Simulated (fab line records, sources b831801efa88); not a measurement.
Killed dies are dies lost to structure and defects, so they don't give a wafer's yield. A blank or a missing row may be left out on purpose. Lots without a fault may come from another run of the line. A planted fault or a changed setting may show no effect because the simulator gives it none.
fab line records | flow gf180mcu
record lots=24 wafers=72 last_day=34
route steps=602 shown NWELL@52 SAB@273 M3@426 V3@434 M5@534
lots that met no fault: from a run of the same line without faults
start_h: hours from the record's first day to the start of the lot's first wafer shown | wait_h: hours since the lot's step before | " the same as in the row above | L1.1+2: a row that stands for several wafers | - no value, or no start given | * or withheld: withheld | < > ~ a bound
route shown NAME@n: a module of which the file shows steps, and the number in the route of the first | usual: mean/standard deviation of fault-free wafers | same: alike in all rows | chamber/n: place in a boat | sites: the reading at each site | _std_site: their standard deviation | _edge_site: outer sites' mean less inner sites' | radius_mm: how far each site lies from the wafer's centre | mask NAME#n: copy n | behind: the tool/chamber that last shaped the wafer | hold: why the lot was held/for how many hours/how that ended | device: the transistor (n, p or np) that didn't switch | end of line: the same wafers' tests at the end of the route | a step without rows: its recipe alone | killed: dies lost to structure and defects at the first sort, not the wafer's yield | map: a wafer's dies, x killed, . not, _ none there
set.NAME: the setting as run; set.NAME@STEP: as run at that earlier step | model.NAME: the simulator's own value behind a step, which no gauge read
steps of the route over a sample of lots; a table a step, a row a wafer
services: from which hour (start_h, from the record's first day; less than 0 if before it) a tool's chamber was out of use, for how many hours, and why
## steps
# step GF_NWELL_STRIP_10
# recipe chemistry=O2/N2 power_w=1400 pressure_mtorr=1500 platen_temp_c=250 o2_flow_sccm=3000 n2_flow_sccm=300 overash_fraction=0.5
# usual drypump_motor_current_A=5.6/0.41 heater_power_w=356/31 oes_product_au=0.722/0.0047 strip_time_to_endpoint_s=36.96/0.1
# columns lot.wafer tool chamber start_h wait_h drypump_motor_current_A heater_power_w oes_product_au rf_hours_counter_h strip_time_to_endpoint_s
L074.3 plasma_asher-04 0 58.81 0.1 4.9 341 0.722 - 36.93
L074.4 " 1 " " 5.8 378 0.719 - 37.03
L074.5 " 0 " " 4.9 341 0.719 - 36.98
L075.3 plasma_asher-04 1 63.53 0.1 5.8 362 0.730 - 37.01
L075.4 " 0 " " 4.9 336 0.726 - 37.00
L075.6 " 0 " " 4.9 347 0.717 - 37.12
L076.2 plasma_asher-03 1 66.77 0.1 5.9 405 0.720 42 36.87
L076.4 " 1 " " 6.0 409 0.727 - 37.01
L076.5 " 0 " " 6.2 329 0.722 - 37.02
L077.3 plasma_asher-01 0 74.71 0.1 5.8 311 0.727 - 36.88
L077.5 " 1 " " 5.6 389 0.723 - 36.88
L077.6 " 0 " " 5.8 319 0.726 - 36.87
L078.1 plasma_asher-01 0 80.07 0.1 5.8 312 0.720 45 37.10
L078.2 " 1 " " 5.6 382 0.718 45 37.05
L078.6 " 0 " " 5.8 317 0.721 - 37.11
L079.1 plasma_asher-03 0 84.92 0.1 6.2 333 0.719 44 37.11
L079.3 " 1 " " 5.9 413 0.720 - 36.82
L079.4 " 0 " " 6.1 328 0.726 - 36.85
L080.1 plasma_asher-04 0 88.35 0.1 4.9 347 0.717 43 36.83
L080.4 " 0 " " 4.9 346 0.722 - 36.92
L080.5 " 1 " " 5.8 365 0.732 - 36.83
L081.2 plasma_asher-04 0 92.02 0.1 4.9 348 0.726 43 36.98
L081.3 " 0 " " 4.9 350 0.725 - 36.98
L081.6 " 0 " " 4.9 351 0.717 - 36.97
L082.1 plasma_asher-01 1 97.97 0.1 5.6 383 0.716 47 36.94
L082.2 " 0 " " 5.8 316 0.719 47 36.84
L082.6 " 1 " " 5.6 374 0.716 - 36.92
L083.1 plasma_asher-03 0 105.12 0.1 6.2 328 0.716 46 37.23
L083.5 " 1 " " 6.0 410 0.725 - 37.04
L083.6 " 0 " " 6.1 327 0.731 - 37.13
L084.1 plasma_asher-04 0 110.97 0.1 4.9 349 0.720 45 36.92
L084.4 " 0 " " 4.9 353 0.725 - 37.06
L084.5 " 1 " " 5.8 367 0.727 - 37.10
L085.1 plasma_asher-04 1 115.25 0.1 5.8 362 0.720 45 37.01
L085.2 " 0 " " 4.9 346 0.726 45 37.09
L085.5 " 1 " " 5.8 366 0.718 - 36.99
L087.1 plasma_asher-01 1 125.74 0.1 5.6 380 0.729 50 37.00
L087.3 " 0 " " 5.8 308 0.725 - 36.93
L087.4 " 1 " " 5.6 387 0.720 - 37.01
L086.1 plasma_asher-04 0 126.36 0.1 4.9 348 0.727 46 36.96
L086.2 " 1 " " 5.8 372 0.728 46 36.96
L086.3 " 1 " " 5.8 363 0.720 - 37.01
L088.2 plasma_asher-04 1 131.82 0.1 5.8 365 0.717 47 37.08
L088.3 " 0 " " 4.9 350 0.730 - 37.05
L088.4 " 1 " " 5.8 374 0.722 - 37.03
L089.1 plasma_asher-01 0 136.87 0.1 5.8 306 0.719 52 36.88
L089.5 " 1 " " 5.6 381 0.719 - 36.89
L089.6 " 0 " " 5.8 313 0.719 - 36.96
L090.2 plasma_asher-01 0 143.37 0.1 5.8 319 0.718 52 36.98
L090.3 " 0 " " 5.8 311 0.733 - 36.91
L090.6 " 1 " " 5.6 392 0.722 - 36.87
L091.3 plasma_asher-01 1 148.68 0.1 5.6 387 0.720 - 37.01
L091.4 " 0 " " 5.8 305 0.729 - 36.96
L091.6 " 0 " " 5.8 310 0.725 - 36.87
L092.2 plasma_asher-01 1 152.89 0.1 5.6 393 0.730 53 36.90
L092.3 " 1 " " 5.6 378 0.723 - 36.90
L092.6 " 1 " " 5.6 385 0.725 - 36.82
L093.1 plasma_asher-04 1 158.89 0.1 5.8 367 0.715 50 37.03
L093.4 " 0 " " 4.9 357 0.722 - 36.93
L093.6 " 1 " " 5.8 364 0.722 - 36.97
L094.3 plasma_asher-01 0 164.75 0.1 5.8 314 0.719 - 36.86
L094.4 " 1 " " 5.6 388 0.714 - 36.95
L094.6 " 1 " " 5.6 378 0.731 - 36.88
L095.1 plasma_asher-03 0 169.87 0.1 6.1 330 0.723 6 36.90
L095.4 " 0 " " 6.2 331 0.715 - 36.88
L095.6 " 1 " " 5.9 404 0.720 - 36.85
L096.2 plasma_asher-04 1 174.97 0.1 5.8 371 0.723 51 36.90
L096.3 " 0 " " 4.9 354 0.726 - 36.80
L096.5 " 0 " " 4.9 354 0.715 - 36.83
L097.2 plasma_asher-03 1 183.37 0.1 5.9 410 0.719 7 37.09
L097.4 " 1 " " 6.0 406 0.725 - 37.10
L097.6 " 1 " " 5.9 404 0.728 - 37.02
# step GF_SAB_CD_MEAS_09
# recipe target_cd_nm=420
# usual cd_nm=420.0/2.7
# columns lot.wafer tool chamber start_h wait_h cd_nm
L074.3 cd_sem-01 - 339.97 0.1 422.6
L074.4 " - " " 420.6
L074.5 " - " " 422.1
L075.3 cd_sem-01 - 348.70 0.1 418.4
L075.4 " - " " 416.8
L075.6 " - " " 417.9
L076.2 cd_sem-02 - 351.53 0.1 422.7
L076.4 " - " " 419.9
L076.5 " - " " 418.7
L077.3 cd_sem-01 - 370.92 0.1 418.3
L077.5 " - " " 419.1
L077.6 " - " " 418.6
L078.1 cd_sem-02 - 378.75 0.1 421.6
L078.2 " - " " 424.4
L078.6 " - " " 421.2
L080.1 cd_sem-01 - 386.79 0.1 414.8
L080.4 " - " " 412.8
L080.5 " - " " 415.4
L079.1 cd_sem-01 - 387.79 0.1 421.1
L079.3 " - " " 420.6
L079.4 " - " " 422.4
L081.2 cd_sem-01 - 395.65 0.1 416.6
L081.3 " - " " 416.4
L081.6 " - " " 417.5
L082.1 cd_sem-01 - 411.33 0.1 417.9
L082.2 " - " " 415.9
L082.6 " - " " 416.6
L083.1 cd_sem-01 - 417.80 0.1 418.8
L083.5 " - " " 422.2
L083.6 " - " " 420.2
L084.1 cd_sem-01 - 427.85 0.1 420.5
L084.4 " - " " 421.1
L084.5 " - " " 421.4
L085.1 cd_sem-02 - 439.29 0.1 421.0
L085.2 " - " " 423.1
L085.5 " - " " 422.6
L087.1 cd_sem-01 - 447.63 0.1 419.4
L087.3 " - " " 418.7
L087.4 " - " " 417.5
L088.2 cd_sem-01 - 457.56 0.1 419.2
L088.3 " - " " 421.8
L088.4 " - " " 420.3
L086.1 cd_sem-01 - 463.19 0.1 421.6
L086.2 " - " " 420.0
L086.3 " - " " 422.3
L089.1 cd_sem-02 - 469.89 0.1 423.4
L089.5 " - " " 422.8
L089.6 " - " " 422.0
L090.2 cd_sem-01 - 481.36 0.1 423.3
L090.3 " - " " 421.3
L090.6 " - " " 421.3
L091.3 cd_sem-01 - 484.23 0.1 420.8
L091.4 " - " " 422.8
L091.6 " - " " 424.7
L092.2 cd_sem-02 - 491.61 0.1 421.5
L092.3 " - " " 422.8
L092.6 " - " " 421.8
L093.1 cd_sem-01 - 500.35 0.1 420.9
L093.4 " - " " 423.2
L093.6 " - " " 421.0
L094.3 cd_sem-02 - 514.91 0.1 415.5
L094.4 " - " " 415.2
L094.6 " - " " 415.1
L095.1 cd_sem-01 - 518.49 0.1 420.9
L095.4 " - " " 421.4
L095.6 " - " " 421.0
L096.2 cd_sem-01 - 520.74 0.1 415.0
L096.3 " - " " 414.7
L096.5 " - " " 416.7
L097.2 cd_sem-02 - 532.61 0.1 425.2
L097.4 " - " " 422.8
L097.6 " - " " 422.9
# step GF_M3_STRIP_17
# recipe chemistry=O2/N2 power_w=1400 pressure_mtorr=1500 platen_temp_c=250 o2_flow_sccm=3000 n2_flow_sccm=300 overash_fraction=0.5
# usual drypump_motor_current_A=5.7/0.38 heater_power_w=362/35 oes_product_au=0.558/0.0046 strip_time_to_endpoint_s=7.89/0.039
# columns lot.wafer tool chamber start_h wait_h drypump_motor_current_A heater_power_w oes_product_au rf_hours_counter_h strip_time_to_endpoint_s
L074.3 plasma_asher-01 0 489.95 0.1 5.8 315 0.559 - 7.91
L074.4 " 1 " " 5.6 376 0.567 - 7.93
L074.5 " 0 " " 5.8 311 0.557 - 7.91
L075.3 plasma_asher-01 1 498.73 0.1 5.6 377 0.555 - 7.91
L075.4 " 0 " " 5.8 309 0.561 - 7.95
L075.6 " 1 " " 5.6 382 0.551 - 7.90
L076.2 plasma_asher-03 0 503.12 0.1 6.1 338 0.559 41 7.92
L076.4 " 1 " " 5.9 421 0.564 - 7.92
L076.5 " 1 " " 5.9 405 0.548 - 7.94
L077.3 plasma_asher-04 0 522.73 0.1 4.9 332 0.562 - 7.87
L077.5 " 1 " " 5.8 390 0.557 - 7.84
L077.6 " 0 " " 4.9 338 0.552 - 7.85
L078.1 plasma_asher-01 0 531.50 0.2 5.8 319 0.557 93 7.84
L078.2 " 1 " " 5.6 377 0.558 93 7.88
L078.6 " 0 " " 5.8 322 0.567 - 7.85
L080.1 plasma_asher-03 0 540.55 0.1 6.2 332 0.564 45 7.82
L080.4 " 1 " " 6.0 409 0.564 - 7.87
L080.5 " 0 " " 6.2 342 0.553 - 7.83
L079.1 plasma_asher-01 0 540.69 0.1 5.8 315 0.558 94 7.77
L079.3 " 1 " " 5.6 385 0.554 - 7.87
L079.4 " 0 " " 5.8 315 0.558 - 7.80
L081.2 plasma_asher-03 1 547.70 0.1 5.9 413 0.555 46 7.89
L081.3 " 1 " " 5.9 415 0.561 - 7.92
L081.6 " 0 " " 6.2 335 0.551 - 7.87
L082.1 plasma_asher-03 0 562.74 0.1 6.2 341 0.552 48 7.95
L082.2 " 1 " " 6.0 416 0.563 48 7.96
L082.6 " 0 " " 6.2 346 0.562 - 7.93
L083.1 plasma_asher-04 0 567.57 0.1 4.9 331 0.559 13 7.81
L083.5 " 0 " " 4.9 344 0.551 - 7.88
L083.6 " 1 " " 5.8 384 0.549 - 7.80
L084.1 plasma_asher-01 1 577.89 0.1 5.6 379 0.561 98 7.92
L084.4 " 1 " " 5.6 395 0.562 - 7.92
L084.5 " 0 " " 5.8 311 0.558 - 7.89
L085.1 plasma_asher-04 1 589.28 0.1 5.8 391 0.557 15 7.93
L085.2 " 0 " " 4.9 332 0.557 15 7.94
L085.5 " 0 " " 4.9 330 0.567 - 7.89
L087.1 plasma_asher-03 1 595.76 0.2 5.9 412 0.559 52 7.92
L087.3 " 0 " " 6.2 340 0.571 - 7.91
L087.4 " 1 " " 5.9 410 0.560 - 7.92
L088.2 plasma_asher-04 1 601.49 0.1 5.8 384 0.561 16 7.87
L088.3 " 1 " " 5.8 391 0.554 - 7.88
L088.4 " 0 " " 4.9 338 0.560 - 7.85
L086.1 plasma_asher-04 1 607.44 0.1 5.8 386 0.556 17 7.90
L086.2 " 0 " " 4.9 335 0.555 17 7.88
L086.3 " 0 " " 4.9 319 0.560 - 7.90
L089.1 plasma_asher-01 0 613.45 0.2 5.8 314 0.557 102 7.88
L089.5 " 0 " " 5.8 306 0.559 - 7.94
L089.6 " 1 " " 5.6 400 0.559 - 7.89
L090.2 plasma_asher-04 0 623.12 0.1 4.9 335 0.563 19 7.91
L090.3 " 1 " " 5.8 380 0.556 - 7.84
L090.6 " 1 " " 5.8 394 0.553 - 7.91
L091.3 plasma_asher-04 0 626.60 0.1 4.9 344 0.569 - 7.88
L091.4 " 1 " " 5.8 392 0.566 - 7.88
L091.6 " 0 " " 4.9 344 0.561 - 7.94
L092.2 plasma_asher-03 1 634.09 0.1 6.0 402 0.554 56 7.85
L092.3 " 0 " " 6.1 342 0.556 - 7.94
L092.6 " 0 " " 6.1 343 0.559 - 7.89
L093.1 plasma_asher-03 1 640.92 0.1 5.9 413 0.561 57 7.87
L093.4 " 1 " " 5.9 408 0.554 - 7.85
L093.6 " 0 " " 6.2 338 0.548 - 7.89
L094.3 plasma_asher-01 1 655.09 0.1 5.6 384 0.557 - 7.89
L094.4 " 0 " " 5.8 311 0.564 - 7.93
L094.6 " 0 " " 5.8 310 0.554 - 7.91
L095.1 plasma_asher-01 1 655.62 0.1 5.6 392 0.554 106 7.86
L095.4 " 1 " " 5.6 378 0.555 - 7.85
L095.6 " 1 " " 5.6 381 0.549 - 7.80
L096.2 plasma_asher-03 0 657.47 0.1 6.1 327 0.551 58 7.81
L096.3 " 0 " " 6.1 347 0.555 - 7.90
L096.5 " 1 " " 5.9 413 0.562 - 7.90
L097.2 plasma_asher-03 0 667.24 0.1 6.1 327 0.564 59 7.88
L097.4 " 1 " " 6.0 412 0.562 - 7.94
L097.6 " 1 " " 5.9 413 0.555 - 7.86
# step GF_V3_BOW_MEAS_05
# recipe mode=bow
# usual V3_BOW=116/9.1
# columns lot.wafer tool chamber start_h wait_h V3_BOW[um]
L074.3 film_metro-02 - 491.06 0.3 119
L074.4 " - " " 112
L074.5 " - " " 115
L075.3 film_metro-01 - 499.83 0.3 119
L075.4 " - " " 117
L075.6 " - " " 130
L076.2 film_metro-04 - 504.24 0.3 109
L076.4 " - " " 114
L076.5 " - " " 107
L077.3 film_metro-04 - 523.91 0.2 131
L077.5 " - " " 112
L077.6 " - " " 113
L078.1 film_metro-04 - 532.63 0.1 123
L078.2 " - " " 119
L078.6 " - " " 115
L080.1 film_metro-04 - 541.68 0.1 135
L080.4 " - " " 122
L080.5 " - " " 120
L079.1 film_metro-01 - 541.80 0.1 91
L079.3 " - " " 113
L079.4 " - " " 103
L081.2 film_metro-02 - 548.94 0.1 119
L081.3 " - " " 121
L081.6 " - " " 117
L082.1 film_metro-01 - 563.84 0.1 117
L082.2 " - " " 123
L082.6 " - " " 124
L083.1 film_metro-01 - 568.67 0.2 108
L083.5 " - " " 115
L083.6 " - " " 137
L084.1 film_metro-01 - 579.02 0.2 102
L084.4 " - " " 98
L084.5 " - " " 116
L085.1 film_metro-04 - 590.45 0.2 106
L085.2 " - " " 114
L085.5 " - " " 106
L087.1 film_metro-02 - 596.90 0.2 134
L087.3 " - " " 122
L087.4 " - " " 120
L088.2 film_metro-02 - 602.61 0.2 100
L088.3 " - " " 131
L088.4 " - " " 126
L086.1 film_metro-01 - 608.62 0.2 126
L086.2 " - " " 117
L086.3 " - " " 125
L089.1 film_metro-01 - 614.55 0.2 127
L089.5 " - " " 123
L089.6 " - " " 125
L090.2 film_metro-01 - 624.27 0.2 107
L090.3 " - " " 110
L090.6 " - " " 102
L091.3 film_metro-01 - 627.74 0.3 107
L091.4 " - " " 131
L091.6 " - " " 125
L092.2 film_metro-02 - 635.21 0.3 110
L092.3 " - " " 121
L092.6 " - " " 113
L093.1 film_metro-04 - 642.01 0.1 117
L093.4 " - " " 109
L093.6 " - " " 101
L094.3 film_metro-02 - 656.67 0.4 110
L094.4 " - " " 117
L094.6 " - " " 102
L095.1 film_metro-02 - 658.91 0.1 100
L095.4 " - " " 108
L095.6 " - " " 123
L096.2 film_metro-02 - 659.53 0.2 118
L096.3 " - " " 117
L096.5 " - " " 122
L097.2 film_metro-01 - 668.36 0.2 102
L097.4 " - " " 114
L097.6 " - " " 112
# step GF_V3_CD_MEAS_14
# recipe target_cd_nm=260
# usual cd_nm=260.3/1.2
# columns lot.wafer tool chamber start_h wait_h cd_nm
L074.3 cd_sem-01 - 514.87 0.1 258.9
L074.4 " - " " 259.7
L074.5 " - " " 259.7
L075.3 cd_sem-02 - 522.79 0.1 258.9
L075.4 " - " " 260.4
L075.6 " - " " 259.4
L076.2 cd_sem-01 - 526.82 0.1 262.2
L076.4 " - " " 262.1
L076.5 " - " " 262.8
L077.3 cd_sem-01 - 546.82 0.1 260.2
L077.5 " - " " 259.8
L077.6 " - " " 261.1
L078.1 cd_sem-01 - 555.14 0.1 258.6
L078.2 " - " " 258.1
L078.6 " - " " 258.5
L080.1 cd_sem-02 - 564.10 0.1 259.3
L080.4 " - " " 259.0
L080.5 " - " " 259.7
L079.1 cd_sem-02 - 564.53 0.1 260.1
L079.3 " - " " 259.9
L079.4 " - " " 259.3
L081.2 cd_sem-01 - 570.61 0.1 258.7
L081.3 " - " " 259.5
L081.6 " - " " 258.5
L082.1 cd_sem-01 - 585.78 0.1 259.3
L082.2 " - " " 260.5
L082.6 " - " " 259.9
L083.1 cd_sem-01 - 590.25 0.1 260.7
L083.5 " - " " 261.8
L083.6 " - " " 260.6
L084.1 cd_sem-02 - 600.18 0.1 261.7
L084.4 " - " " 261.0
L084.5 " - " " 262.2
L085.1 cd_sem-02 - 610.78 0.1 260.6
L085.2 " - " " 261.7
L085.5 " - " " 261.1
L087.1 cd_sem-01 - 617.28 0.1 262.3
L087.3 " - " " 260.2
L087.4 " - " " 261.1
L088.2 cd_sem-02 - 622.00 0.1 262.6
L088.3 " - " " 260.7
L088.4 " - " " 262.8
L086.1 cd_sem-01 - 629.38 0.1 258.9
L086.2 " - " " 260.3
L086.3 " - " " 258.6
L089.1 cd_sem-02 - 635.53 0.1 260.9
L089.5 " - " " 260.3
L089.6 " - " " 260.7
L090.2 cd_sem-01 - 644.37 0.1 261.1
L090.3 " - " " 259.0
L090.6 " - " " 261.5
L091.3 cd_sem-01 - 648.02 0.1 261.7
L091.4 " - " " 260.8
L091.6 " - " " 261.5
L092.2 cd_sem-01 - 655.30 0.1 260.1
L092.3 " - " " 261.0
L092.6 " - " " 260.7
L093.1 cd_sem-02 - 661.73 0.1 260.4
L093.4 " - " " 259.6
L093.6 " - " " 258.8
L094.3 cd_sem-02 - 675.49 0.1 258.6
L094.4 " - " " 259.9
L094.6 " - " " 259.5
L095.1 cd_sem-01 - 677.53 0.1 259.1
L095.4 " - " " 258.7
L095.6 " - " " 258.9
L096.2 cd_sem-02 - 678.95 0.1 262.1
L096.3 " - " " 262.3
L096.5 " - " " 262.3
L097.2 cd_sem-02 - 687.85 0.1 261.7
L097.4 " - " " 260.3
L097.6 " - " " 261.8
# step GF_M5_OVL_MEAS_08
# usual M5_OVL=-3/4.6
# columns lot.wafer tool chamber start_h wait_h M5_OVL[nm]
L074.3 overlay-02 - 607.08 0.1 -4
L074.4 " - " " 1
L074.5 " - " " -5
L075.3 overlay-02 - 615.42 0.1 2
L075.4 " - " " -7
L075.6 " - " " 5
L076.2 overlay-01 - 623.66 0.1 -10
L076.4 " - " " -9
L076.5 " - " " 2
L077.3 overlay-01 - 637.73 0.1 -1
L077.5 " - " " 1
L077.6 " - " " -9
L078.1 overlay-01 - 643.90 0.1 -4
L078.2 " - " " -5
L078.6 " - " " -8
L080.1 overlay-01 - 654.88 3.0 -2
L080.4 " - " " 4
L080.5 " - " " 2
L079.1 overlay-01 - 655.02 2.2 1
L079.3 " - " " -6
L079.4 " - " " -5
L081.2 overlay-01 - 658.30 0.1 -12
L081.3 " - " " 1
L081.6 " - " " -8
L082.1 overlay-01 - 672.17 0.1 -2
L082.2 " - " " 5
L082.6 " - " " -6
L083.1 overlay-01 - 675.55 0.1 2
L083.5 " - " " -5
L083.6 " - " " 3
L084.1 overlay-02 - 682.90 0.1 -1
L084.4 " - " " -9
L084.5 " - " " -4
L085.1 overlay-01 - 696.67 0.1 8
L085.2 " - " " 12
L085.5 " - " " 4
L087.1 overlay-02 - 701.45 0.1 5
L087.3 " - " " 4
L087.4 " - " " 2
L088.2 overlay-01 - 702.93 0.1 -1
L088.3 " - " " -2
L088.4 " - " " -5
L086.1 overlay-02 - 709.50 0.1 4
L086.2 " - " " 4
L086.3 " - " " -1
L089.1 overlay-02 - 717.80 0.1 -2
L089.5 " - " " 0
L089.6 " - " " 1
L090.2 overlay-02 - 722.91 0.1 -3
L090.3 " - " " 4
L090.6 " - " " -3
L091.3 overlay-01 - 727.67 0.1 -4
L091.4 " - " " -5
L091.6 " - " " -6
L092.2 overlay-01 - 736.90 0.1 -6
L092.3 " - " " -7
L092.6 " - " " -11
L093.1 overlay-02 - 741.30 0.1 -1
L093.4 " - " " -11
L093.6 " - " " -6
L094.3 overlay-01 - 751.66 0.1 -5
L094.4 " - " " 1
L094.6 " - " " -9
L095.1 overlay-02 - 754.12 0.1 -3
L095.4 " - " " -4
L095.6 " - " " -1
L096.2 overlay-01 - 754.48 0.1 -4
L096.3 " - " " -7
L096.5 " - " " -1
L097.2 overlay-02 - 764.46 0.1 1
L097.4 " - " " -1
L097.6 " - " " 4
## services
# columns tool chamber start_h hours kind
plasma_asher-03 - 108.75 9.0 pm
plasma_asher-03 - 117.75 2.8 pm
plasma_asher-01 - 166.64 2.8 pm
plasma_asher-01 - 179.15 2.4 repair
plasma_asher-01 - 183.25 3.4 repair
plasma_asher-03 - 207.77 3.9 repair
plasma_asher-01 - 217.61 8.1 repair
plasma_asher-04 - 228.93 0.8 repair
plasma_asher-03 - 238.64 0.9 repair
plasma_asher-03 - 265.86 1.6 repair
plasma_asher-03 - 384.83 2.1 repair
plasma_asher-04 - 402.37 1.8 repair
plasma_asher-04 - 421.25 9.0 pm
plasma_asher-01 - 422.00 1.8 repair
plasma_asher-04 - 445.69 0.6 repair
plasma_asher-01 - 452.27 1.1 repair
plasma_asher-04 - 481.91 2.0 repair
plasma_asher-01 - 520.67 0.7 repair
plasma_asher-04 - 558.31 7.0 repair
plasma_asher-01 - 561.28 3.3 pm
plasma_asher-04 - 583.52 1.2 repair
plasma_asher-03 - 606.01 0.4 repair
plasma_asher-03 - 617.02 3.2 repair
plasma_asher-04 - 664.98 2.8 pm
## key
fault none
